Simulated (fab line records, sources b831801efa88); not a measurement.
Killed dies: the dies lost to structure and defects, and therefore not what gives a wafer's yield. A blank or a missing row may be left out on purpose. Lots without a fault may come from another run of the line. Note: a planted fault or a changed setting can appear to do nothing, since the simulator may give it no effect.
The tool behind it: which one?    flow sky130    14 lots, 42 wafers sampled, at 4 steps of a route of 708

WHAT EACH GAUGE READ, for each wafer
SKY_VIA2_THK_MEAS_23: measures by xrf. Usual: VIA2_W_THK gives 430 nm (standard deviation 8.8).
lot   measured      on            VIA2_W_THK (nm)  flag
L236  day 39 11:49  filmMetro-02  417 418 418      
L237  day 39 15:38  filmMetro-02  427 429 445      
L238  day 39 17:58  filmMetro-02  427 417 425      
L240  day 40 10:22  filmMetro-02  426 426 433      
L241  day 40 17:16  filmMetro-02  425 427 430      
L242  day 40 20:38  filmMetro-02  432 425 448      
L245  day 42 00:02  filmMetro-02  433 439 423      
L248  day 42 10:33  filmMetro-02  420 427 425      
L250  day 42 23:11  filmMetro-03  426 429 431      
L252  day 43 11:19  filmMetro-03  438 441 443      
L253  day 43 15:53  filmMetro-02  430 430 430      
L254  day 44 01:27  filmMetro-02  420 424 426      
L255  day 44 06:49  filmMetro-02  427 422 431      
L256  day 44 11:34  filmMetro-02  425 425 425      

SKY_VIA3_THK_MEAS_01. Usual: VIA3_HDPCVD_THK gives 1638 nm (standard deviation 14).
lot   measured      on            VIA3_HDPCVD_THK (nm)  flag
L236  day 41 17:58  filmMetro-03  1649 1646 1640        
L237  day 41 20:40  filmMetro-04  1659 1649 1655        
L238  day 41 23:14  filmMetro-04  1616 1635 1629        
L240  day 42 15:11  filmMetro-03  1631 1618 1650        
L241  day 42 22:10  filmMetro-04  1596 1638 1624        
L242  day 43 01:58  filmMetro-04  1641 1666 1653        
L245  day 44 03:34  filmMetro-04  1629 1651 1654        
L248  day 44 12:23  filmMetro-03  1617 1642 1650        
L250  day 45 00:55  filmMetro-04  1638 1644 1653        
L254  day 46 02:36  filmMetro-01  1637 1642 1659        
L255  day 46 06:35  filmMetro-01  1658 1651 1631        
L256  day 46 11:39  filmMetro-04  1636 1658 1651        

TOOL THAT RAN EACH LOT (tool first, then ch and the chambers of the sampled wafers, then the start)
lot   SKY_METAL3_EXPOSE_10              SKY_METAL3_DESCUM_15
L236  krfScanner-01 ch 0, day 41 03:05  rieMetal-01 ch 0,1, day 41 16:50
L237  krfScanner-01 ch 0, day 41 06:28  rieMetal-04 ch 0,1, day 41 19:26
L238  krfScanner-01 ch 0, day 41 09:04  rieMetal-01 ch 1, day 41 22:04
L240  krfScanner-01 ch 0, day 42 01:04  rieMetal-04 ch 0,1, day 42 13:58
L241  krfScanner-02 ch 0, day 42 08:05  rieMetal-04 ch 0,1, day 42 20:58
L242  krfScanner-02 ch 0, day 42 12:16  rieMetal-02 ch 0, day 43 00:52
L245  krfScanner-01 ch 0, day 43 14:21  rieMetal-04 ch 0,1, day 44 02:25
L248  krfScanner-01 ch 0, day 44 00:21  rieMetal-02 ch 0,1, day 44 11:16
L250  krfScanner-01 ch 0, day 44 12:04  rieMetal-02 ch 0,1, day 44 23:49
L252  krfScanner-02, day 44 23:27       rieMetal-04 ch 0,1, day 45 09:26
L253  krfScanner-01, day 45 04:16       rieMetal-01 ch 0,1, day 45 15:52
L254  krfScanner-01 ch 0, day 45 13:57  rieMetal-02 ch 0,1, day 46 01:31
L255  krfScanner-02 ch 0, day 45 18:54  rieMetal-01 ch 0,1, day 46 05:28
L256  krfScanner-02 ch 0, day 45 23:59  rieMetal-02 ch 0,1, day 46 10:34
- SKY_METAL3_EXPOSE_10: exposes mask MM3, target cd 300 nm.
- SKY_METAL3_DESCUM_15: chemistry O2, time 8 s.

AS READ BY THE TOOLS THEMSELVES (means over the sampled wafers that have a number; for cases with no such wafer, the mark the record gives instead)
SKY_METAL3_EXPOSE_10. Usual: exposureDoseMJCm2 28.03, standard deviation 0.16; focusOffsetNm 0.1 nm, standard deviation 0.58; stageVelMmS 500.07 mm/s, standard deviation 0.25.
lot   tool           exposureDoseMJCm2  focusOffsetNm (nm)  stageVelMmS (mm/s)  flag
L236  krfScanner-01  27.94              0.0                 499.71              
L237  krfScanner-01  27.93              -0.5                500.47              
L238  krfScanner-01  27.91              0.2                 499.90              
L240  krfScanner-01  27.90              0.7                 499.90              
L241  krfScanner-02  28.22              -0.5                500.21              
L242  krfScanner-02  28.22              0.1                 500.06              
L245  krfScanner-01  27.88              -0.3                500.25              
L248  krfScanner-01  27.91              -0.3                499.73              
L250  krfScanner-01  27.90              0.7                 500.03              
L252  krfScanner-02  -                  -                   -                   OFF
L253  krfScanner-01  -                  -                   -                   OFF
L254  krfScanner-01  27.93              1.0                 499.95              
L255  krfScanner-02  28.20              0.4                 500.00              
L256  krfScanner-02  28.29              -0.4                500.09              

SKY_METAL3_DESCUM_15. Usual: drypumpMotorCurrentA 5.7 A, standard deviation 0.38; oesProductAu 0.996 a.u., standard deviation 0.0094; tempC 40.00 C, standard deviation 0.11.
lot   tool         drypumpMotorCurrentA (A)  oesProductAu (a.u.)  tempC (C)  flag
L236  rieMetal-01  5.6                       1.004                40.00      
L237  rieMetal-04  5.7                       0.997                39.94      
L238  rieMetal-01  5.1                       1.022                40.08      
L240  rieMetal-04  5.7                       0.992                40.05      
L241  rieMetal-04  5.7                       0.994                39.94      
L242  rieMetal-02  5.3                       0.994                39.94      
L245  rieMetal-04  5.8                       1.000                40.00      
L248  rieMetal-02  5.7                       1.001                39.89      
L250  rieMetal-02  5.7                       1.000                40.04      
L252  rieMetal-04  5.8                       0.995                40.03      
L253  rieMetal-01  5.3                       0.996                39.85      
L254  rieMetal-02  5.7                       0.992                40.12      
L255  rieMetal-01  5.3                       0.993                39.93      
L256  rieMetal-02  5.7                       0.992                39.89      

THE ANSWER, worked out from the rows above alone
Rule: lot off if the mean of its wafers having a number is beyond 3 standard deviations from the usual mean. Also off: a lot with no number at a reading for which 4 or more lots have one. Any other lot the step has rows for is counted as sound. Order of review: gauges by route order, followed by the tools' own readings, for which a lot's mean as printed above is used. The first step at which some lot is off is used, and at that step the reading that is off furthest; a lot without a number counts as furthest.
Off: L252, L253, at SKY_METAL3_EXPOSE_10 (exposureDoseMJCm2). Without a number there: L252, L253.
If a tool, at that step or one of the process steps before it, ran each lot that is off and ran no sound lot following the first of them, it fits. No candidate that was tried fits.

WHAT WAS PUT IN BY THE SIMULATOR
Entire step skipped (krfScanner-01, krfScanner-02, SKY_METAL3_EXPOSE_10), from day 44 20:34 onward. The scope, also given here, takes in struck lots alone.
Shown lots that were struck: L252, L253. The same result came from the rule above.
